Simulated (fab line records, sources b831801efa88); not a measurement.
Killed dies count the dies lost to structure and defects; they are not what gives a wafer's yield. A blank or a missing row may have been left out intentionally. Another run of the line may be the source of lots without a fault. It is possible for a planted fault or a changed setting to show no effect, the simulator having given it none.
Which of the tools did it?	flow gf180mcu	10 lots with 30 wafers sampled at 4 steps, on a route of 602 steps

WHAT THE GAUGES SHOWED, per wafer
GF_MVPSD_OVL_MEAS_07. Usual: MVPSD_OVL gives 0.0 nm (standard deviation 1.3).
lot	measured	on	MVPSD_OVL (nm)	flag
L425	day 5 21:04	overlay-02	1.0 0.0 0.5	
L427	day 6 03:01	overlay-01	-0.4 -0.9 -1.7	
L428	day 6 12:44	overlay-01	0.0 -1.2 -0.5	
L430	day 6 22:19	overlay-01	0.5 0.5 1.6	
L433	day 7 08:49	overlay-01	0.1 1.7 0.3	
L434	day 7 15:40	overlay-02	2.0 2.0 2.3	
L436	day 8 02:53	overlay-02	0.4 1.0 -0.3	
L444	day 10 05:43	overlay-01	0.6 0.4 0.6	
L445	day 10 09:52	overlay-01	-0.3 1.7 1.0	
L446	day 10 16:17	overlay-01	-1.2 -2.4 -1.7	

GF_POLY_GATE_THK_MEAS_01. Usual: POLY_GATE_CVD_00_THK gives 199.8 nm (standard deviation 1.5).
lot	measured	on	POLY_GATE_CVD_00_THK (nm)	flag
L425	day 9 10:13	film_metro-03	199.7 199.8 199.8	
L427	day 9 22:18	film_metro-03	197.6 198.4 198.5	
L428	day 10 03:25	film_metro-03	199.5 200.4 201.0	
L430	day 10 15:25	film_metro-02	199.1 200.5 200.5	
L433	day 11 02:35	film_metro-02	172.8 173.0 172.1	OFF
L434	day 11 08:50	film_metro-03	172.8 175.0 175.8	OFF
L436	day 12 01:47	film_metro-01	174.0 176.2 174.1	OFF
L444	day 14 17:50	film_metro-03	199.8 199.3 199.9	
L445	day 14 17:50	film_metro-01	199.6 197.8 197.6	
L446	day 15 02:14	film_metro-03	202.1 200.7 201.9	

WHAT TOOL EACH LOT RAN ON (gives the tool, then ch and the chambers of the sampled wafers, and finally the start)
lot	GF_DUAL_GATE_STRIP_13	GF_POLY_GATE_CVD_00
L425	plasma_asher-03 ch 0,1, day 9 06:04	lpcvd-01 ch 1, day 9 08:53
L427	plasma_asher-03 ch 0,1, day 9 14:28	lpcvd-01 ch 0, day 9 20:58
L428	plasma_asher-02 ch 0,1, day 10 00:02	lpcvd-02 ch 0, day 10 02:02
L430	plasma_asher-02 ch 0,1, day 10 12:01	lpcvd-01 ch 0, day 10 14:04
L433	plasma_asher-01 ch 0,1, day 10 23:32	lpcvd-01 ch 1, day 11 01:15
L434	plasma_asher-01 ch 0,1, day 11 05:48	lpcvd-01 ch 0, day 11 07:31
L436	plasma_asher-02 ch 0,1, day 11 22:44	lpcvd-01 ch 0, day 12 00:27
L444	plasma_asher-02 ch 0,1, day 14 09:37	lpcvd-01 ch 0, day 14 16:29
L445	plasma_asher-02 ch 0,1, day 14 14:01	lpcvd-01 ch 0, day 14 16:29
L446	plasma_asher-01 ch 0,1, day 14 18:51	lpcvd-02 ch 0, day 15 00:55
- GF_DUAL_GATE_STRIP_13: strips in O2/N2.
- GF_POLY_GATE_CVD_00: deposits poly-Si, target thk 200 nm, time 1200 s.

WHAT THE TOOLS THEMSELVES READ (means of the sampled wafers that have a number; where no wafer has one, the mark that the record gives instead)
GF_DUAL_GATE_STRIP_13. Usual: chamber_pressure_mTorr 1500.0 mTorr, standard deviation 1.4; drypump_motor_current_A 5.5 A, standard deviation 0.43; heater_power_w 337 W, standard deviation 27; n2_flow_sccm 300.0 sccm, standard deviation 0.91; oes_product_au 0.716 a.u., standard deviation 0.0045; strip_time_to_endpoint_s 12.63 s, standard deviation 0.033.
lot	tool	chamber_pressure_mTorr (mTorr)	drypump_motor_current_A (A)	heater_power_w (W)	n2_flow_sccm (sccm)	oes_product_au (a.u.)	strip_time_to_endpoint_s (s)	flag
L425	plasma_asher-03	1499.8	5.7	351	300.8	0.713	12.63	
L427	plasma_asher-03	1500.0	6.1	342	299.5	0.718	12.63	
L428	plasma_asher-02	1499.1	5.4	328	300.3	0.718	12.64	
L430	plasma_asher-02	1500.7	5.4	311	300.4	0.715	12.61	
L433	plasma_asher-01	1500.8	5.5	346	299.8	0.712	12.66	
L434	plasma_asher-01	1499.0	5.5	358	300.5	0.715	12.69	
L436	plasma_asher-02	1500.6	5.4	309	301.3	0.713	12.63	
L444	plasma_asher-02	1500.2	5.4	311	300.6	0.721	12.64	
L445	plasma_asher-02	1499.6	5.4	307	299.6	0.718	12.64	
L446	plasma_asher-01	1499.6	5.5	349	300.2	0.715	12.61	

GF_POLY_GATE_CVD_00. Usual: spike_tc_bottom_C 638.8 C, standard deviation 1.3; spike_tc_centre_C 620.4 C, standard deviation 1.1; spike_tc_lower_C 620.9 C, standard deviation 1.5; spike_tc_upper_C 619.8 C, standard deviation 1.1; susceptor_temp_C 620.02 C, standard deviation 0.29.
lot	tool	spike_tc_bottom_C (C)	spike_tc_centre_C (C)	spike_tc_lower_C (C)	spike_tc_upper_C (C)	susceptor_temp_C (C)	flag
L425	lpcvd-01	640.2	621.7	619.7	618.8	620.17	
L427	lpcvd-01	638.7	620.1	622.1	620.0	620.24	
L428	lpcvd-02	638.2	620.8	618.5	619.8	620.05	
L430	lpcvd-01	639.7	619.4	621.6	618.8	620.07	
L433	lpcvd-01	635.6	616.0	614.1	612.3	614.21	OFF
L434	lpcvd-01	632.0	614.0	616.6	614.5	614.11	OFF
L436	lpcvd-01	633.3	613.6	615.3	613.0	614.61	OFF
L444	lpcvd-01	639.7	619.1	622.1	619.5	620.36	
L445	lpcvd-01	639.2	620.0	622.5	621.0	619.94	
L446	lpcvd-02	639.1	620.1	620.0	619.8	620.25	

THE ANSWER, worked out from the rows above alone
Rule: a lot is off if the mean of its wafers that have a number lies more than 3 standard deviations from the usual mean. Also off: a lot with no number at a reading for which 4 or more lots have one. The other lots that the step has rows for count as sound. First the gauges in route order, then the tools' own readings, where a lot's mean is used as printed above. The first step at which some lot is off is used, and at that step the reading that is off furthest; a lot without a number counts as furthest.
Off: at GF_POLY_GATE_THK_MEAS_01 (POLY_GATE_CVD_00_THK), L433, L434, L436.
If a tool, at a process step before that reading, ran all the lots that are off and no sound lot after the first of them, it fits. The gauges at GF_POLY_GATE_THK_MEAS_01 aren't tried: what is off there is off at GF_POLY_GATE_CVD_00 too, on other tools, and a gauge's error can't cause that. Not one of the candidates tried fits.

WHAT THE SIMULATOR HAD INSERTED
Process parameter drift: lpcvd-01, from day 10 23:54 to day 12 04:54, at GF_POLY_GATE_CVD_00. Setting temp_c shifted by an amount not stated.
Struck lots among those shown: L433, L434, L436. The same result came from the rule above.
